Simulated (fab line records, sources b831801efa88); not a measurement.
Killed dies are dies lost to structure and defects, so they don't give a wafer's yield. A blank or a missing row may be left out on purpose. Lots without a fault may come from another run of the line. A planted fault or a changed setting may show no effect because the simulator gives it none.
Which tool did it? | flow gf180mcu | 12 lots, 36 wafers sampled, at 2 steps of a route of 602

WHAT THE GAUGES READ, wafer by wafer
GF_V4_BOW_MEAS_05.
lot  | measured     | on            | V4_BOW (um)
L679 | day 23 07:54 | film_metro-03 | 131 138 148
L680 | day 23 21:01 | film_metro-03 | 131 127 121
L686 | day 25 23:35 | film_metro-02 | 140 127 125
L688 | day 26 19:11 | film_metro-02 | 138 126 124
L689 | day 26 23:16 | film_metro-01 | 135 130 139
L691 | day 27 12:16 | film_metro-02 | 138 139 140
L693 | day 28 00:49 | film_metro-01 | 112 112 130
L695 | day 28 15:50 | film_metro-03 | 131 148 130
L697 | day 29 08:21 | film_metro-01 | 131 132 126
L700 | day 30 03:05 | film_metro-03 | 113 125 120
L701 | day 30 08:45 | film_metro-03 | 143 137 143
L702 | day 30 16:13 | film_metro-02 | 120 137 131

WHICH TOOL RAN EACH LOT (tool, then ch and the chambers of the sampled wafers, then the start)
lot  | GF_M4_STRIP_17
L679 | plasma_asher-03 ch 0,1, day 23 06:46
L680 | plasma_asher-03 ch 0,1, day 23 19:54
L686 | plasma_asher-01 ch 0,1, day 25 22:26
L688 | plasma_asher-03 ch 0,1, day 26 18:06
L689 | plasma_asher-04 ch 0, day 26 22:10
L691 | plasma_asher-03 ch 0,1, day 27 11:04
L693 | plasma_asher-04 ch 0,1, day 27 23:43
L695 | plasma_asher-01 ch 0,1, day 28 14:45
L697 | plasma_asher-01 ch 0,1, day 29 07:10
L700 | plasma_asher-01 ch 0,1, day 30 02:00
L701 | plasma_asher-03 ch 0,1, day 30 07:40
L702 | plasma_asher-01 ch 0,1, day 30 15:07
- GF_M4_STRIP_17: strips in O2/N2.

WHAT THE TOOLS THEMSELVES READ (means of the sampled wafers that have a number; where no wafer has one, the mark that the record gives instead)
GF_M4_STRIP_17.
lot  | tool            | drypump_motor_current_A (A) | heater_power_w (W) | oes_product_au (a.u.) | platen_temp_c (C) | strip_time_to_endpoint_s (s)
L679 | plasma_asher-03 | 6.3                         | 289                | 0.560                 | 250.07            | 7.90
L680 | plasma_asher-03 | 6.3                         | 288                | 0.557                 | 249.91            | 7.87
L686 | plasma_asher-01 | 5.3                         | 306                | 0.559                 | 250.05            | 7.88
L688 | plasma_asher-03 | 6.4                         | 322                | 0.556                 | 250.24            | 7.85
L689 | plasma_asher-04 | 6.3                         | 302                | 0.562                 | 250.07            | 7.93
L691 | plasma_asher-03 | 6.4                         | 324                | 0.556                 | 249.92            | 7.85
L693 | plasma_asher-04 | 6.0                         | 309                | 0.555                 | 250.01            | 7.88
L695 | plasma_asher-01 | 5.2                         | 331                | 0.559                 | 250.10            | 7.91
L697 | plasma_asher-01 | 5.2                         | 326                | 0.556                 | 250.14            | 7.84
L700 | plasma_asher-01 | 5.2                         | 322                | 0.560                 | 249.95            | 7.84
L701 | plasma_asher-03 | 6.4                         | 291                | 0.556                 | 250.17            | 7.83
L702 | plasma_asher-01 | 5.2                         | 324                | 0.553                 | 250.11            | 7.81

THE ANSWER, worked out from the rows above alone
Rule: what is usual is taken from the lots themselves. Put in order of their means at a reading, lots are off if they are a third of the lots or fewer, leave a main group of 4 or more, and stand apart from it by a gap of 3 or more times the standard deviation of the main group's means; of several such gaps the widest counts. A main group whose means are all the same, to the digits that the tables above print for the reading, isn't used. A lot without any number at a reading at which 4 lots or more have one is off too. The other lots that the step has rows for count as sound. The gauges are gone through in route order, then the tools' own readings, and for those a lot's mean is taken as printed above. The first step at which some lot is off is used, and at that step the reading that is off furthest; a lot without a number counts as furthest.
No lot is off at any reading shown: from this, nothing can be told.

WHAT THE SIMULATOR HAD PUT IN
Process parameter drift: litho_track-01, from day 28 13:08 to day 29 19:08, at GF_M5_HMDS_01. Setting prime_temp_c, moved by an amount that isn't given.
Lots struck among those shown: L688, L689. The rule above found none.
